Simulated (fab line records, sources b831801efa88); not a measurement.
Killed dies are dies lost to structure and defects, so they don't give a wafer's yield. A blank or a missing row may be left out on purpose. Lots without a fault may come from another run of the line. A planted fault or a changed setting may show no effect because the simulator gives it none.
Which tool did it? | flow gf180mcu | 13 lots, 39 wafers sampled, at 4 steps of a route of 602

WHAT THE GAUGES READ, wafer by wafer
GF_V1_BOW_MEAS_05. Usual: V1_BOW 82 um, standard deviation 7.6.
lot  | measured     | on            | V1_BOW (um) | flag
L269 | day 17 01:31 | film_metro-01 | 79 74 73    |
L271 | day 17 22:05 | film_metro-04 | 72 80 72    |
L279 | day 21 12:43 | film_metro-01 | 85 78 73    |
L281 | day 21 17:52 | film_metro-01 | 87 85 91    |
L283 | day 22 14:35 | film_metro-02 | 82 77 96    |
L284 | day 23 05:07 | film_metro-02 | 76 94 81    |
L285 | day 23 10:04 | film_metro-01 | 83 77 93    |
L286 | day 23 15:50 | film_metro-01 | 73 81 68    |
L287 | day 23 21:25 | film_metro-01 | 88 93 73    |
L289 | day 24 09:12 | film_metro-01 | 83 86 79    |
L290 | day 24 23:13 | film_metro-04 | 80 94 94    |
L291 | day 25 01:33 | film_metro-01 | 79 82 95    |
L292 | day 25 06:05 | film_metro-01 | 90 86 90    |

GF_M2_RS_MEAS_05: measures by four-point-probe. Usual: M2_ALCU_RS 0.0693 ohm/sq, standard deviation 0.00077.
lot  | measured     | on            | M2_ALCU_RS (ohm/sq)  | flag
L269 | day 18 02:47 | film_metro-01 | 0.0702 0.0697 0.0696 |
L271 | day 18 23:36 | film_metro-01 | 0.0702 0.0690 0.0693 |
L279 | day 22 13:56 | film_metro-02 | 0.0697 0.0700 0.0694 |
L281 | day 22 20:08 | film_metro-03 | 0.0696 0.0687 0.0684 |
L283 | day 23 15:46 | film_metro-02 | 0.0689 0.0679 0.0684 |
L284 | day 24 05:07 | film_metro-02 | 0.0686 0.0687 0.0690 |
L285 | day 24 10:50 | film_metro-02 | 0.0690 0.0677 0.0687 |
L286 | day 24 15:57 | film_metro-01 | 0.0702 0.0698 0.0695 |
L287 | day 24 21:47 | film_metro-03 | 0.0680 0.0707 0.0693 |
L289 | day 25 09:11 | film_metro-03 | 0.0698 0.0684 0.0703 |
L290 | day 25 22:14 | film_metro-01 | 0.0696 0.0707 0.0699 |
L291 | day 26 00:10 | film_metro-01 | 0.0688 0.0680 0.0685 |
L292 | day 26 05:27 | film_metro-03 | 0.0691 0.0696 0.0691 |

WHICH TOOL RAN EACH LOT (tool, then ch and the chambers of the sampled wafers, then the start)
lot  | GF_M2_SPUTTER_01             | GF_M2_SPUTTER_04
L269 | pvd_sputter-01, day 18 02:40 | pvd_sputter-01, day 18 02:45
L271 | pvd_sputter-01, day 18 23:28 | pvd_sputter-01, day 18 23:34
L279 | pvd_sputter-03, day 22 13:47 | pvd_sputter-03, day 22 13:52
L281 | pvd_sputter-01, day 22 19:59 | pvd_sputter-01, day 22 20:04
L283 | pvd_sputter-02, day 23 15:37 | pvd_sputter-02, day 23 15:42
L284 | pvd_sputter-03, day 24 04:58 | pvd_sputter-03, day 24 05:03
L285 | pvd_sputter-02, day 24 10:43 | pvd_sputter-02, day 24 10:48
L286 | pvd_sputter-03, day 24 15:49 | pvd_sputter-03, day 24 15:53
L287 | pvd_sputter-02, day 24 21:40 | pvd_sputter-02, day 24 21:44
L289 | pvd_sputter-01, day 25 09:04 | pvd_sputter-01, day 25 09:08
L290 | pvd_sputter-03, day 25 22:07 | pvd_sputter-03, day 25 22:12
L291 | pvd_sputter-02, day 26 00:01 | pvd_sputter-02, day 26 00:06
L292 | pvd_sputter-01, day 26 05:20 | pvd_sputter-01, day 26 05:25
- GF_M2_SPUTTER_01: material TiN, target thk 30 nm, time 25 s.
- GF_M2_SPUTTER_04: material TiN, target thk 50 nm, time 43.69 s.

WHAT THE TOOLS THEMSELVES READ (means of the sampled wafers that have a number; where no wafer has one, the mark that the record gives instead)
GF_M2_SPUTTER_01. Usual: cathode_dc_power_W 6500.1 W, standard deviation 1.4; chamber_pressure_pa 0.3999 Pa, standard deviation 0.00077; throttle_valve_pct 30.4 %, standard deviation 1.
lot  | tool           | cathode_dc_power_W (W) | chamber_pressure_pa (Pa) | throttle_valve_pct (%) | flag
L269 | pvd_sputter-01 | 6499.0                 | 0.3990                   | 29.5                   |
L271 | pvd_sputter-01 | 6500.7                 | 0.3997                   | 29.3                   |
L279 | pvd_sputter-03 | -                      | -                        | -                      | OFF
L281 | pvd_sputter-01 | -                      | -                        | -                      | OFF
L283 | pvd_sputter-02 | 6501.0                 | 0.3999                   | 30.2                   |
L284 | pvd_sputter-03 | 6501.8                 | 0.3999                   | 30.8                   |
L285 | pvd_sputter-02 | 6500.5                 | 0.4008                   | 30.3                   |
L286 | pvd_sputter-03 | 6500.4                 | 0.4004                   | 31.4                   |
L287 | pvd_sputter-02 | 6499.4                 | 0.3990                   | 30.0                   |
L289 | pvd_sputter-01 | 6498.0                 | 0.3999                   | 29.6                   |
L290 | pvd_sputter-03 | 6500.8                 | 0.3999                   | 30.6                   |
L291 | pvd_sputter-02 | 6499.3                 | 0.4000                   | 29.6                   |
L292 | pvd_sputter-01 | 6500.1                 | 0.3998                   | 30.5                   |

GF_M2_SPUTTER_04. Usual: cathode_dc_power_W 6499.8 W, standard deviation 1.3; chamber_pressure_pa 0.4001 Pa, standard deviation 0.00079; throttle_valve_pct 30.4 %, standard deviation 1.
lot  | tool           | cathode_dc_power_W (W) | chamber_pressure_pa (Pa) | throttle_valve_pct (%) | flag
L269 | pvd_sputter-01 | 6499.6                 | 0.4003                   | 29.6                   |
L271 | pvd_sputter-01 | 6499.9                 | 0.3999                   | 29.4                   |
L279 | pvd_sputter-03 | 6500.8                 | 0.4007                   | 30.8                   |
L281 | pvd_sputter-01 | 6500.4                 | 0.3999                   | 29.5                   |
L283 | pvd_sputter-02 | 6500.4                 | 0.3990                   | 30.4                   |
L284 | pvd_sputter-03 | 6499.4                 | 0.4006                   | 30.9                   |
L285 | pvd_sputter-02 | 6501.0                 | 0.4009                   | 30.2                   |
L286 | pvd_sputter-03 | 6499.6                 | 0.4000                   | 31.3                   |
L287 | pvd_sputter-02 | 6501.2                 | 0.3997                   | 30.2                   |
L289 | pvd_sputter-01 | 6499.5                 | 0.4000                   | 29.3                   |
L290 | pvd_sputter-03 | 6499.7                 | 0.3994                   | 30.8                   |
L291 | pvd_sputter-02 | 6500.6                 | 0.4003                   | 29.6                   |
L292 | pvd_sputter-01 | 6500.2                 | 0.3996                   | 30.5                   |

THE ANSWER, worked out from the rows above alone
Rule: a lot is off if the mean of its wafers that have a number lies more than 3 standard deviations from the usual mean. A lot without any number at a reading at which 4 lots or more have one is off too. The other lots that the step has rows for count as sound. The gauges are gone through in route order, then the tools' own readings, and for those a lot's mean is taken as printed above. The first step at which some lot is off is used, and at that step the reading that is off furthest; a lot without a number counts as furthest.
Off: L279, L281, at GF_M2_SPUTTER_01 (cathode_dc_power_W). Without a number there: L279, L281.
A tool fits if, at that step or a process step before it, it ran every lot that is off, and no sound lot after the first of them. None of those tried fits.

WHAT THE SIMULATOR HAD PUT IN
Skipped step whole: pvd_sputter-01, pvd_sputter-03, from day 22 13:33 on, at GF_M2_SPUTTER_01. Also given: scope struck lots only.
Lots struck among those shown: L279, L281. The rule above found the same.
